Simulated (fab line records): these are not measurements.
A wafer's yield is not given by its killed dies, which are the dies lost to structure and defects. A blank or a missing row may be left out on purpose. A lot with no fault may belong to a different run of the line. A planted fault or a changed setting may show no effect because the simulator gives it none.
fab line records	flow sky130
record lots=14	wafers=42	last-day=50
route steps=708 shown FIELD_ISO@30 VT_ADJUST_LVTN@117 VT_ADJUST_HVTR@138 SONOS_ONO@181 PAD_OPEN@708
lots untouched by any fault: they come from a run of this same line in which no faults occurred
start-h: the number of hours between the record's first day and the start of the first shown wafer of the lot	wait-h: hours from the lot's prior step to this one	" identical to the entry in the row above	L1.1+2: a row that stands for several wafers	- no value, or no start given	* or withheld: withheld	< > ~ a bound
route shown NAME@n: NAME is a module with steps in the file, n the number in the route of the first one	usual: mean/standard deviation taken from wafers without a fault	same: alike in all rows	chamber/n: place in a boat	sites: readings site by site	_std_site: how widely they spread, as a standard deviation	_edge_site: mean of outer sites minus mean of inner sites	radius-mm: for every site, how far away it sits from the centre of the wafer	mask NAME#n: copy n	behind: tool/chamber where the wafer was last shaped	hold: what put the lot on hold/how long, in hours/how the hold closed	device: transistor that didn't switch, given as n, p or np	end of line: tests of these same wafers at the route's end	where a step has no rows: the recipe by itself	killed: at the first sort, the dies lost to defects and structure; wafer yield is something else	map: a wafer's dies, x killed, . not, _ none there
set.NAME: the setting the step ran with; set.NAME@STEP: the setting that earlier step ran with	model.NAME: the simulator's own value behind a step, which no gauge read
a sample of lots followed through the steps of the route, with each step as a table and each wafer as a row
services: when a tool's chamber went out of use (start-h, in hours from the record's first day, below 0 if earlier), for how many hours, and the reason
## steps
# step SKY_FIELD_ISO_WET_ETCH_29
# recipe chemistry=H3PO4	target-depth-nm=160	target=Si3N4	temp-c=160	time-s=1825
# usual bath-guard-temp-C=160.1/0.51	bath-heat-duty-pct=27.4/1.8
lot.wafer	tool	chamber	start-h	wait-h	bath-guard-temp-C	bath-heat-duty-pct
L240.1	wet-bench-04	2	42.03	0.0	160.5	30.1
L240.4	"	2	"	"	160.6	29.3
L240.5	"	2	"	"	160.9	29.5
L243.1	wet-bench-04	3	50.94	0.0	160.1	28.1
L243.3	"	3	"	"	159.9	27.9
L243.4	"	3	"	"	159.8	25.1
L245.2	wet-bench-01	1	61.33	0.0	159.6	27.5
L245.3	"	1	"	"	159.5	28.8
L245.6	"	1	"	"	159.8	26.3
L246.1	wet-bench-04	1	64.99	0.0	160.5	28.7
L246.2	"	1	"	"	160.6	28.8
L246.4	"	1	"	"	160.2	29.0
L253.2	wet-bench-02	1	104.96	0.0	160.4	27.0
L253.3	"	1	"	"	160.4	26.1
L253.4	"	1	"	"	160.5	27.4
L255.1	wet-bench-04	2	113.90	0.0	-	-
L255.4	"	2	"	"	-	-
L255.6	"	2	"	"	-	-
L256.1	wet-bench-04	1	116.14	0.0	-	-
L256.2	"	1	"	"	-	-
L256.6	"	1	"	"	-	-
L257.1	wet-bench-01	2	123.20	0.0	159.3	28.1
L257.3	"	2	"	"	159.4	29.1
L257.6	"	2	"	"	159.6	28.9
L258.1	wet-bench-04	2	128.16	0.0	160.4	27.9
L258.2	"	2	"	"	161.0	32.7
L258.6	"	2	"	"	160.8	30.3
L259.1	wet-bench-04	2	132.59	0.0	160.7	30.8
L259.3	"	2	"	"	161.0	29.5
L259.6	"	2	"	"	160.3	29.9
L260.4	wet-bench-01	1	138.24	0.0	159.6	26.4
L260.5	"	1	"	"	159.7	26.3
L260.6	"	1	"	"	159.6	28.3
L261.1	wet-bench-01	0	142.86	0.0	160.3	25.4
L261.3	"	0	"	"	160.6	24.9
L261.4	"	0	"	"	160.3	23.9
L262.4	wet-bench-02	1	158.11	0.0	160.1	26.2
L262.5	"	1	"	"	160.3	26.7
L262.6	"	1	"	"	160.2	26.5
L263.1	wet-bench-04	3	159.68	0.0	160.1	27.8
L263.3	"	3	"	"	159.8	27.7
L263.6	"	3	"	"	159.8	27.9
# step SKY_VT_ADJUST_LVTN_STRIP_20
# recipe chemistry=O2/N2	power-w=1400	pressure-mtorr=1500	platen-temp-c=withheld	o2-flow-sccm=3000	n2-flow-sccm=300	overash-fraction=0.5
# usual drypump-motor-current-A=5.9/0.51	oes-product-au=0.716/0.0042	strip-time-to-endpoint-s=14.18/0.039
lot.wafer	tool	chamber	start-h	wait-h	drypump-motor-current-A	oes-product-au	rf-hours-counter-h	strip-time-to-endpoint-s
L240.1	plasma-asher-01	1	170.28	0.1	5.8	0.710	6	14.13
L240.4	"	1	"	"	5.8	0.716	-	14.19
L240.5	"	1	"	"	5.8	0.709	-	14.13
L243.1	plasma-asher-02	1	181.14	0.1	6.1	0.717	37	14.25
L243.3	"	1	"	"	6.1	0.716	-	14.17
L243.4	"	0	"	"	5.0	0.722	-	14.19
L245.2	plasma-asher-03	0	197.73	0.1	5.9	0.714	49	14.18
L245.3	"	0	"	"	5.9	0.720	-	14.20
L245.6	"	1	"	"	6.2	0.716	-	14.21
L246.1	plasma-asher-01	0	202.79	0.1	6.7	0.718	9	14.11
L246.2	"	1	"	"	5.8	0.707	9	14.12
L246.4	"	1	"	"	5.8	0.709	-	14.10
L253.2	plasma-asher-01	1	254.66	0.1	5.8	0.718	14	14.13
L253.3	"	0	"	"	6.6	0.719	-	14.14
L253.4	"	1	"	"	5.8	0.726	-	14.10
L257.1	plasma-asher-01	0	280.22	0.1	6.6	0.713	16	14.19
L257.3	"	0	"	"	6.6	0.712	-	14.18
L257.6	"	1	"	"	5.8	0.716	-	14.22
L258.1	plasma-asher-01	1	285.24	0.1	5.8	0.714	17	14.24
L258.2	"	0	"	"	6.6	0.721	17	14.17
L258.6	"	0	"	"	6.6	0.713	-	14.16
L259.1	plasma-asher-02	1	289.47	0.1	6.1	0.713	48	14.19
L259.3	"	1	"	"	6.1	0.713	-	14.20
L259.6	"	1	"	"	6.1	0.719	-	14.20
L260.4	plasma-asher-01	0	297.27	0.1	6.6	0.711	-	14.15
L260.5	"	0	"	"	6.6	0.714	-	14.12
L260.6	"	1	"	"	5.8	0.722	-	14.15
L261.1	plasma-asher-03	0	305.94	0.1	5.9	0.715	59	14.14
L261.3	"	1	"	"	6.2	0.719	-	14.21
L261.4	"	0	"	"	5.9	0.714	-	14.14
L262.4	plasma-asher-03	0	327.76	0.1	5.9	0.719	-	14.21
L262.5	"	1	"	"	6.2	0.716	-	14.23
L262.6	"	0	"	"	5.9	0.716	-	14.19
L263.1	plasma-asher-02	0	329.47	0.1	5.0	0.717	51	14.16
L263.3	"	0	"	"	5.0	0.716	-	14.11
L263.6	"	1	"	"	6.1	0.713	-	14.12
# step SKY_VT_ADJUST_HVTR_CD_MEAS_07
# recipe target-cd-nm=380
# usual cd-nm=380.7/2
lot.wafer	tool	chamber	start-h	wait-h	cd-nm
L240.1	cd-sem-01	-	213.12	0.1	383.7
L240.4	"	-	"	"	380.7
L240.5	"	-	"	"	380.1
L243.1	cd-sem-01	-	225.72	0.1	380.5
L243.3	"	-	"	"	380.0
L243.4	"	-	"	"	378.9
L245.2	cd-sem-01	-	242.86	0.1	378.9
L245.3	"	-	"	"	379.9
L245.6	"	-	"	"	379.1
L246.1	cd-sem-02	-	249.28	0.1	380.5
L246.2	"	-	"	"	377.6
L246.4	"	-	"	"	381.2
L253.2	cd-sem-02	-	303.96	0.1	379.2
L253.3	"	-	"	"	378.3
L253.4	"	-	"	"	381.7
L257.1	cd-sem-01	-	331.14	0.1	379.4
L257.3	"	-	"	"	381.7
L257.6	"	-	"	"	383.4
L258.1	cd-sem-02	-	337.52	0.1	383.5
L258.2	"	-	"	"	384.0
L258.6	"	-	"	"	383.8
L259.1	cd-sem-02	-	341.59	0.1	382.2
L259.3	"	-	"	"	381.3
L259.6	"	-	"	"	382.1
L260.4	cd-sem-02	-	349.30	0.1	380.2
L260.5	"	-	"	"	378.3
L260.6	"	-	"	"	382.1
L261.1	cd-sem-01	-	358.87	0.1	380.4
L261.3	"	-	"	"	381.3
L261.4	"	-	"	"	380.6
L262.4	cd-sem-01	-	381.93	0.1	384.2
L262.5	"	-	"	"	381.3
L262.6	"	-	"	"	379.3
L263.1	cd-sem-01	-	383.19	0.1	379.5
L263.3	"	-	"	"	382.6
L263.6	"	-	"	"	380.1
# step SKY_SONOS_ONO_CD_MEAS_13
# recipe target-cd-nm=410
# usual cd-nm=410.5/2
lot.wafer	tool	chamber	start-h	wait-h	cd-nm
L240.1	cd-sem-02	-	293.25	0.1	411.3
L240.4	"	-	"	"	409.8
L240.5	"	-	"	"	411.4
L243.1	cd-sem-02	-	302.27	0.1	410.3
L243.3	"	-	"	"	409.5
L243.4	"	-	"	"	409.8
L245.2	cd-sem-01	-	323.67	0.1	414.7
L245.3	"	-	"	"	413.1
L245.6	"	-	"	"	412.3
L246.1	cd-sem-01	-	330.37	0.1	409.1
L246.2	"	-	"	"	411.2
L246.4	"	-	"	"	410.8
L253.2	cd-sem-01	-	392.24	0.1	410.4
L253.3	"	-	"	"	411.3
L253.4	"	-	"	"	411.9
L257.1	cd-sem-02	-	425.72	0.1	410.6
L257.3	"	-	"	"	413.2
L257.6	"	-	"	"	413.0
L258.1	cd-sem-01	-	432.25	0.1	413.5
L258.2	"	-	"	"	409.4
L258.6	"	-	"	"	412.7
L259.1	cd-sem-02	-	435.52	0.1	408.6
L259.3	"	-	"	"	408.6
L259.6	"	-	"	"	406.6
L260.4	cd-sem-01	-	443.13	0.1	411.5
L260.5	"	-	"	"	410.7
L260.6	"	-	"	"	409.6
L261.1	cd-sem-02	-	452.95	0.1	412.4
L261.3	"	-	"	"	411.8
L261.4	"	-	"	"	412.5
L262.4	cd-sem-02	-	478.91	0.1	409.1
L262.5	"	-	"	"	408.4
L262.6	"	-	"	"	408.3
L263.1	cd-sem-02	-	479.92	0.1	408.7
L263.3	"	-	"	"	410.7
L263.6	"	-	"	"	408.9
# step SKY_PAD_OPEN_PROBE_99
# usual killed_at_M0_to_M3=44/7.4	killed_at_M4_up=3.0/1.8	killed-at-contacts=24/5.1	killed-at-front-end=15/4.3	killed-at-other=0.3/0.54	killed-dies=86/9.9	killed-on-rim=17/3.9	killed-open=47/7.1	killed-short=38/6.7
# same gross-dies=492	killed-at-back-side=0
lot.wafer	tool	chamber	start-h	wait-h	killed_at_M0_to_M3	killed_at_M4_up	killed-at-contacts	killed-at-front-end	killed-at-other	killed-dies	killed-on-rim	killed-open	killed-short
L246.1	prober-01	-	1118.60	0.1	42	4	18	10	1	75	11	46	29
L246.2	prober-01	-	1118.65	0.1	40	5	25	14	0	84	15	48	36
L246.4	prober-01	-	1118.75	0.2	53	4	35	18	1	111	16	63	48
L255.1	prober-01	-	1168.39	0.1	34	4	25	429	0	492	96	52	25
L255.4	prober-01	-	1168.54	0.2	54	2	20	416	0	492	96	56	32
L255.6	prober-01	-	1168.64	0.2	55	5	25	407	0	492	96	49	46
L256.1	prober-02	-	1172.94	0.1	34	1	26	431	0	492	96	43	31
L256.2	prober-02	-	1172.99	0.1	48	3	23	417	1	492	96	55	32
L256.6	prober-02	-	1173.19	0.2	26	2	30	434	0	492	96	38	35
L261.1	prober-01	-	1195.44	0.1	50	4	22	19	0	95	25	51	44
L261.3	prober-01	-	1195.54	0.2	40	3	13	12	0	68	16	39	29
L261.4	prober-01	-	1195.59	0.2	47	2	24	14	1	88	14	46	42
# killed by level:class
L246.1 CONTACT:geometric-particle:open=10 VIA2:geometric-particle:open=8 VIA1:geometric-particle:open=7 VIA3:geometric-particle:open=7 METAL2:geometric-particle:short=5 LI_CONTACT:geometric-particle:open=4 VIA1:geometric-particle:short=4 CONTACT:geometric-particle:short=3
L246.2 CONTACT:geometric-particle:open=11 VIA3:geometric-particle:open=8 VIA1:geometric-particle:open=7 VIA2:geometric-particle:open=7 CONTACT:geometric-particle:short=6 POLY_GATE:geometric-particle:short=4 LI_CONTACT:geometric-particle:open=4 METAL1:geometric-particle:short=4
L246.4 CONTACT:geometric-particle:open=18 VIA1:geometric-particle:open=11 METAL1:geometric-particle:short=9 LI_CONTACT:geometric-particle:open=8 VIA2:geometric-particle:open=8 VIA1:geometric-particle:short=5 POLY_GATE:geometric-particle:short=4 LOCAL_INTERCONNECT:geometric-particle:short=4
L255.1 FIELD_ISO:area-etch=415 LI_CONTACT:geometric-particle:open=10 VIA3:geometric-particle:open=9 VIA1:geometric-particle:open=7 CONTACT:geometric-particle:open=6 POLY_GATE:geometric-particle:open=4 CONTACT:geometric-particle:short=4 METAL2:geometric-particle:short=4
L255.4 FIELD_ISO:area-etch=404 VIA1:geometric-particle:open=14 VIA3:geometric-particle:open=10 VIA2:geometric-particle:open=9 LI_CONTACT:geometric-particle:open=7 CONTACT:geometric-particle:open=7 VIA1:geometric-particle:short=5 METAL2:geometric-particle:short=5
L255.6 FIELD_ISO:area-etch=397 VIA2:geometric-particle:open=11 CONTACT:geometric-particle:open=11 VIA1:geometric-particle:open=9 VIA2:geometric-particle:short=7 VIA3:geometric-particle:open=7 METAL1:geometric-particle:short=5 VIA3:geometric-particle:short=5
L256.1 FIELD_ISO:area-etch=418 LI_CONTACT:geometric-particle:open=10 CONTACT:geometric-particle:open=9 METAL1:geometric-particle:short=6 VIA2:geometric-particle:open=6 FIELD_ISO:geometric-particle:short=5 POLY_GATE:geometric-particle:short=5 VIA1:geometric-particle:open=5
L256.2 FIELD_ISO:area-etch=405 CONTACT:geometric-particle:open=13 VIA3:geometric-particle:open=13 VIA1:geometric-particle:open=8 METAL1:geometric-particle:short=6 VIA2:geometric-particle:open=6 FIELD_ISO:geometric-particle:open=5 LI_CONTACT:geometric-particle:open=4
L256.6 FIELD_ISO:area-etch=419 CONTACT:geometric-particle:open=10 LI_CONTACT:geometric-particle:open=8 LI_CONTACT:geometric-particle:short=6 VIA1:geometric-particle:open=6 FIELD_ISO:geometric-particle:open=5 METAL2:geometric-particle:short=5 VIA2:geometric-particle:open=5
L261.1 VIA1:geometric-particle:open=16 VIA1:geometric-particle:short=9 LOCAL_INTERCONNECT:geometric-particle:short=6 FIELD_ISO:geometric-particle:open=5 FIELD_ISO:geometric-particle:short=5 VIA2:geometric-particle:open=5 LI_CONTACT:geometric-particle:open=5 VIA2:geometric-particle:short=5
L261.3 VIA1:geometric-particle:open=13 VIA2:geometric-particle:open=6 FIELD_ISO:geometric-particle:short=5 VIA3:geometric-particle:open=5 CONTACT:geometric-particle:open=4 VIA1:geometric-particle:short=4 VIA3:geometric-particle:short=4 SPACER:geometric-particle:open=3
L261.4 CONTACT:geometric-particle:open=10 VIA1:geometric-particle:open=8 VIA2:geometric-particle:open=8 LI_CONTACT:geometric-particle:open=7 VIA3:geometric-particle:short=7 VIA3:geometric-particle:open=6 SPACER:geometric-particle:short=5 CONTACT:geometric-particle:short=5
## services
tool	chamber	start-h	hours	kind
plasma-asher-03	-	42.54	6.6	pm
plasma-asher-01	-	57.41	2.3	repair
plasma-asher-01	-	108.75	9.0	pm
plasma-asher-01	0	108.75	9.0	vent-cycle
plasma-asher-01	1	108.75	9.0	vent-cycle
plasma-asher-01	0	117.75	-	clean
plasma-asher-01	1	117.75	-	clean
plasma-asher-03	-	144.88	0.7	repair
plasma-asher-02	-	155.12	2.2	repair
plasma-asher-03	-	156.42	13.1	repair
wet-bench-02	-	168.23	3.1	repair
plasma-asher-03	-	168.40	0.4	repair
plasma-asher-03	-	213.50	2.7	repair
plasma-asher-01	-	255.79	0.8	repair
plasma-asher-01	-	257.47	2.8	pm
plasma-asher-03	-	306.54	2.8	pm
## key
first-sign step=SKY_FIELD_ISO_WET_ETCH_29	reading=tool-record	direction=missing
effect step=SKY_PAD_OPEN_PROBE_99	reading=killed-at-front-end	direction=up	sigmas=94	usual=15	struck=422
more-kills-born-at SKY_FIELD_ISO_WET_ETCH_29@wet-bench-04=2458
met-at SKY_FIELD_ISO_WET_ETCH_29
struck-lots L255,L256
later-rows-left-out L255.1,L255.4,L255.6,L256.1,L256.2,L256.6
tester-left-out L255,L256
not-acting-at SKY_VT_ADJUST_LVTN_STRIP_20,SKY_VT_ADJUST_HVTR_CD_MEAS_07,SKY_SONOS_ONO_CD_MEAS_13
onset-between 64.99 113.90
fault kind=skipped-step-whole	tool=wet-bench-04	chamber=-	onset-h=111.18	steps=SKY_FIELD_ISO_WET_ETCH_29	scope=struck-lots-only
# tester-left-out: of these lots the tester's yield and bins aren't shown, on N5 and GAA mostly nor the transistor test; their killed dies are dies lost to structure and defects alone, not to doping, threshold or leakage, so they don't give the yield
# later-rows-left-out: the simulator's readings of these wafers behind a module that went badly wrong aren't trusted and aren't shown, but for the sort
